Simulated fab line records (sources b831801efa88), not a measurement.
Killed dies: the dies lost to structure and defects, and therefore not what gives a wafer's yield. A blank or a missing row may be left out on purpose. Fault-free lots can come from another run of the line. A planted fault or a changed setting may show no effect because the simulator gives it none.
What tool caused it? / flow sky130 / 39 wafers from 13 lots sampled at 7 of the route's 708 steps

== WHAT THE GAUGES READ, wafer by wafer ==
SKY_POLY_GATE_THK_MEAS_04.
lot=L674; measured=day 15 01:03; on=film_metro-04; POLY_GATE_CVD_03_THK (nm)=76.4 76.2 76.5
lot=L675; measured=day 15 08:14; on=film_metro-04; POLY_GATE_CVD_03_THK (nm)=76.7 76.4 75.8
lot=L678; measured=day 16 08:17; on=film_metro-04; POLY_GATE_CVD_03_THK (nm)=75.5 74.7 74.7
lot=L679; measured=day 17 01:52; on=film_metro-01; POLY_GATE_CVD_03_THK (nm)=74.9 75.2 74.6
lot=L680; measured=day 17 04:26; on=film_metro-03; POLY_GATE_CVD_03_THK (nm)=76.0 76.2 75.8
lot=L681; measured=day 17 11:34; on=film_metro-04; POLY_GATE_CVD_03_THK (nm)=74.8 74.8 74.6
lot=L682; measured=day 17 20:52; on=film_metro-04; POLY_GATE_CVD_03_THK (nm)=74.4 74.0 74.4
lot=L683; measured=day 18 13:47; on=film_metro-04; POLY_GATE_CVD_03_THK (nm)=76.4 75.8 76.1
lot=L685; measured=day 18 20:31; on=film_metro-01; POLY_GATE_CVD_03_THK (nm)=74.2 73.6 74.6
lot=L688; measured=day 20 07:29; on=film_metro-04; POLY_GATE_CVD_03_THK (nm)=75.6 74.6 76.0
lot=L695; measured=day 22 16:57; on=film_metro-04; POLY_GATE_CVD_03_THK (nm)=74.9 75.0 74.7
lot=L696; measured=day 23 03:32; on=film_metro-04; POLY_GATE_CVD_03_THK (nm)=74.5 75.1 75.3
lot=L697; measured=day 23 17:39; on=film_metro-01; POLY_GATE_CVD_03_THK (nm)=75.3 74.6 75.0

SKY_LDD_N_TW_MEAS_17.
lot=L674; measured=day 17 13:39; on=film_metro-01; LDD_N_TW=2576 2582 2585
lot=L675; measured=day 17 20:45; on=film_metro-01; LDD_N_TW=2571 2596 2595
lot=L678; measured=day 18 23:04; on=film_metro-03; LDD_N_TW=2602 2606 2610
lot=L679; measured=day 19 18:34; on=film_metro-02; LDD_N_TW=2560 2563 2574
lot=L680; measured=day 19 20:22; on=film_metro-03; LDD_N_TW=2594 2600 2603
lot=L681; measured=day 20 04:25; on=film_metro-01; LDD_N_TW=2599 2591 2596
lot=L682; measured=day 20 12:31; on=film_metro-03; LDD_N_TW=2610 2620 2628
lot=L683; measured=day 21 06:17; on=film_metro-03; LDD_N_TW=2623 2614 2626
lot=L685; measured=day 21 13:47; on=film_metro-02; LDD_N_TW=2572 2575 2586
lot=L688; measured=day 23 00:48; on=film_metro-02; LDD_N_TW=2589 2589 2599
lot=L695; measured=day 25 12:36; on=film_metro-02; LDD_N_TW=2575 2586 2581
lot=L696; measured=day 25 16:15; on=film_metro-02; LDD_N_TW=2578 2580 2586
lot=L697; measured=day 26 07:03; on=film_metro-01; LDD_N_TW=2567 2562 2549

SKY_LDD_P_CD_MEAS_07: target cd 380 nm.
lot=L674; measured=day 18 19:18; on=cd_sem-02; cd_nm (nm)=377.4 376.7 378.2
lot=L675; measured=day 19 07:48; on=cd_sem-02; cd_nm (nm)=381.0 381.8 381.8
lot=L678; measured=day 20 06:17; on=cd_sem-01; cd_nm (nm)=380.3 379.4 380.0
lot=L679; measured=day 21 01:19; on=cd_sem-01; cd_nm (nm)=374.5 375.8 374.4
lot=L680; measured=day 21 03:06; on=cd_sem-01; cd_nm (nm)=377.4 378.8 376.8
lot=L681; measured=day 21 11:35; on=cd_sem-01; cd_nm (nm)=377.1 378.0 379.8
lot=L682; measured=day 21 18:33; on=cd_sem-02; cd_nm (nm)=380.3 383.0 382.3
lot=L683; measured=day 22 12:52; on=cd_sem-02; cd_nm (nm)=381.2 379.0 380.6
lot=L685; measured=day 22 20:49; on=cd_sem-02; cd_nm (nm)=377.9 375.6 377.0
lot=L688; measured=day 24 06:07; on=cd_sem-01; cd_nm (nm)=- - -
lot=L695; measured=day 26 17:17; on=cd_sem-02; cd_nm (nm)=378.7 381.2 379.4
lot=L696; measured=day 26 21:05; on=cd_sem-01; cd_nm (nm)=377.6 378.5 379.1
lot=L697; measured=day 27 11:17; on=cd_sem-02; cd_nm (nm)=381.4 382.3 379.6

SKY_LDD_P_TW_MEAS_11.
lot=L674; measured=day 18 19:43; on=film_metro-04; LDD_P_TW=634 630 637
lot=L675; measured=day 19 08:13; on=film_metro-04; LDD_P_TW=638 637 637
lot=L678; measured=day 20 06:41; on=film_metro-01; LDD_P_TW=637 638 636
lot=L679; measured=day 21 01:43; on=film_metro-02; LDD_P_TW=636 633 634
lot=L680; measured=day 21 03:29; on=film_metro-02; LDD_P_TW=634 639 634
lot=L681; measured=day 21 11:59; on=film_metro-02; LDD_P_TW=637 634 635
lot=L682; measured=day 21 18:56; on=film_metro-04; LDD_P_TW=638 639 641
lot=L683; measured=day 22 13:14; on=film_metro-02; LDD_P_TW=633 630 633
lot=L685; measured=day 22 21:13; on=film_metro-04; LDD_P_TW=642 641 643
lot=L688; measured=day 24 06:31; on=film_metro-04; LDD_P_TW=30 30 30
lot=L695; measured=day 26 17:40; on=film_metro-04; LDD_P_TW=636 638 636
lot=L696; measured=day 26 21:28; on=film_metro-04; LDD_P_TW=637 636 636
lot=L697; measured=day 27 11:40; on=film_metro-04; LDD_P_TW=641 637 645

SKY_LDD_HVP_TW_MEAS_10.
lot=L674; measured=day 21 10:35; on=film_metro-04; LDD_HVP_TW=458 459 460
lot=L675; measured=day 21 22:20; on=film_metro-03; LDD_HVP_TW=461 459 461
lot=L678; measured=day 22 20:49; on=film_metro-02; LDD_HVP_TW=455 455 453
lot=L679; measured=day 23 15:09; on=film_metro-04; LDD_HVP_TW=457 459 457
lot=L680; measured=day 23 16:22; on=film_metro-02; LDD_HVP_TW=458 459 456
lot=L681; measured=day 24 01:30; on=film_metro-04; LDD_HVP_TW=457 457 455
lot=L682; measured=day 24 07:16; on=film_metro-03; LDD_HVP_TW=460 461 460
lot=L683; measured=day 25 01:07; on=film_metro-02; LDD_HVP_TW=455 458 456
lot=L685; measured=day 25 08:59; on=film_metro-02; LDD_HVP_TW=454 455 457
lot=L688; measured=day 26 17:14; on=film_metro-02; LDD_HVP_TW=698 693 693
lot=L695; measured=day 29 02:45; on=film_metro-02; LDD_HVP_TW=454 455 456
lot=L696; measured=day 29 05:57; on=film_metro-02; LDD_HVP_TW=456 454 456
lot=L697; measured=day 29 20:00; on=film_metro-02; LDD_HVP_TW=456 455 457

== EACH LOT AND THE TOOL THAT RAN IT (in order: tool; ch and the chambers of the sampled wafers; start) ==
lot=L674; SKY_POLY_GATE_ETCH_16=rie_diel-02 ch 0,3, day 16 05:35; SKY_LDD_P_EXPOSE_04=iline_stepper-02 ch 0, day 18 04:30
lot=L675; SKY_POLY_GATE_ETCH_16=rie_diel-01 ch 1,3, day 16 12:05; SKY_LDD_P_EXPOSE_04=iline_stepper-01 ch 0, day 18 17:50
lot=L678; SKY_POLY_GATE_ETCH_16=rie_diel-04 ch 1,2,3, day 17 13:54; SKY_LDD_P_EXPOSE_04=iline_stepper-01 ch 0, day 19 15:21
lot=L679; SKY_POLY_GATE_ETCH_16=rie_diel-02 ch 0,1,3, day 18 07:35; SKY_LDD_P_EXPOSE_04=iline_stepper-01 ch 0, day 20 09:44
lot=L680; SKY_POLY_GATE_ETCH_16=rie_diel-04 ch 0,3, day 18 10:32; SKY_LDD_P_EXPOSE_04=iline_stepper-01 ch 0, day 20 11:52
lot=L681; SKY_POLY_GATE_ETCH_16=rie_diel-02 ch 1,2,3, day 18 17:51; SKY_LDD_P_EXPOSE_04=iline_stepper-02 ch 0, day 20 20:14
lot=L682; SKY_POLY_GATE_ETCH_16=rie_diel-02 ch 1,3, day 19 02:27; SKY_LDD_P_EXPOSE_04=iline_stepper-01 ch 0, day 21 03:50
lot=L683; SKY_POLY_GATE_ETCH_16=rie_diel-04 ch 0,1,3, day 19 19:41; SKY_LDD_P_EXPOSE_04=iline_stepper-02 ch 0, day 21 22:40
lot=L685; SKY_POLY_GATE_ETCH_16=rie_diel-04 ch 0,1, day 20 03:36; SKY_LDD_P_EXPOSE_04=iline_stepper-02 ch 0, day 22 05:35
lot=L688; SKY_POLY_GATE_ETCH_16=rie_diel-02 ch 1,2,3, day 21 14:34; SKY_LDD_P_EXPOSE_04=iline_stepper-01 ch 0, day 23 15:52
lot=L695; SKY_POLY_GATE_ETCH_16=rie_diel-04 ch 1,2, day 23 23:38; SKY_LDD_P_EXPOSE_04=iline_stepper-02 ch 0, day 26 03:14
lot=L696; SKY_POLY_GATE_ETCH_16=rie_diel-01 ch 0,2,3, day 24 08:26; SKY_LDD_P_EXPOSE_04=iline_stepper-01 ch 0, day 26 07:21
lot=L697; SKY_POLY_GATE_ETCH_16=rie_diel-02 ch 1,2, day 24 23:32; SKY_LDD_P_EXPOSE_04=iline_stepper-01 ch 0, day 26 20:55
- SKY_POLY_GATE_ETCH_16: etches Si3N4 in CH3F/O2, stops on poly-Si, time 147.5 s, target depth 75 nm.
- SKY_LDD_P_EXPOSE_04: exposes mask PSDM, target cd 380 nm.

== WHAT THE TOOLS THEMSELVES READ (means of the sampled wafers that have a number; where no wafer has one, the mark that the record gives instead) ==
SKY_POLY_GATE_ETCH_16.
lot=L674; tool=rie_diel-02; drypump_motor_current_A (A)=5.3; oes_product_au (a.u.)=0.645; throttle_valve_pct (%)=10.535
lot=L675; tool=rie_diel-01; drypump_motor_current_A (A)=5.5; oes_product_au (a.u.)=0.645; throttle_valve_pct (%)=10.542
lot=L678; tool=rie_diel-04; drypump_motor_current_A (A)=6.0; oes_product_au (a.u.)=0.639; throttle_valve_pct (%)=10.534
lot=L679; tool=rie_diel-02; drypump_motor_current_A (A)=5.5; oes_product_au (a.u.)=0.639; throttle_valve_pct (%)=10.540
lot=L680; tool=rie_diel-04; drypump_motor_current_A (A)=5.6; oes_product_au (a.u.)=0.648; throttle_valve_pct (%)=10.533
lot=L681; tool=rie_diel-02; drypump_motor_current_A (A)=5.7; oes_product_au (a.u.)=0.643; throttle_valve_pct (%)=10.532
lot=L682; tool=rie_diel-02; drypump_motor_current_A (A)=5.8; oes_product_au (a.u.)=0.633; throttle_valve_pct (%)=10.542
lot=L683; tool=rie_diel-04; drypump_motor_current_A (A)=5.7; oes_product_au (a.u.)=0.644; throttle_valve_pct (%)=10.544
lot=L685; tool=rie_diel-04; drypump_motor_current_A (A)=5.7; oes_product_au (a.u.)=0.632; throttle_valve_pct (%)=10.538
lot=L688; tool=rie_diel-02; drypump_motor_current_A (A)=5.8; oes_product_au (a.u.)=0.642; throttle_valve_pct (%)=10.534
lot=L695; tool=rie_diel-04; drypump_motor_current_A (A)=5.9; oes_product_au (a.u.)=0.643; throttle_valve_pct (%)=10.528
lot=L696; tool=rie_diel-01; drypump_motor_current_A (A)=5.6; oes_product_au (a.u.)=0.643; throttle_valve_pct (%)=10.530
lot=L697; tool=rie_diel-02; drypump_motor_current_A (A)=5.7; oes_product_au (a.u.)=0.640; throttle_valve_pct (%)=10.540

== THE ANSWER, worked out from the rows above alone ==
Rule: the lots themselves supply what counts as usual. The widest of any qualifying gaps counts: lots, ordered by their means at a reading, are off when they make up no more than a third of the lots, leave a main group of 4 or more, and stand apart from it by 3 or more times the standard deviation of that group's means. Not used: any main group whose means are identical at the precision the tables above print for the reading. A lot without any number at a reading at which 4 lots or more have one is off too. The other lots that the step has rows for count as sound. First the gauges in route order, then the tools' own readings, where a lot's mean is used as printed above. The first step at which some lot is off is used, and at that step the reading that is off furthest; a lot without a number counts as furthest.
Off: L688 (SKY_LDD_P_CD_MEAS_07, cd_nm). Without a number there: L688. Mean 379.0 nm and standard deviation 2 in the main group.
If a tool, at a process step before that reading, ran all the lots that are off and no sound lot after the first of them, it fits. The gauges at SKY_LDD_P_CD_MEAS_07 aren't tried: what is off there is off at SKY_LDD_P_TW_MEAS_11 too, on other tools, and a gauge's error can't cause that. Of those tried, none fits.

== WHAT HAD BEEN PUT IN BY THE SIMULATOR ==
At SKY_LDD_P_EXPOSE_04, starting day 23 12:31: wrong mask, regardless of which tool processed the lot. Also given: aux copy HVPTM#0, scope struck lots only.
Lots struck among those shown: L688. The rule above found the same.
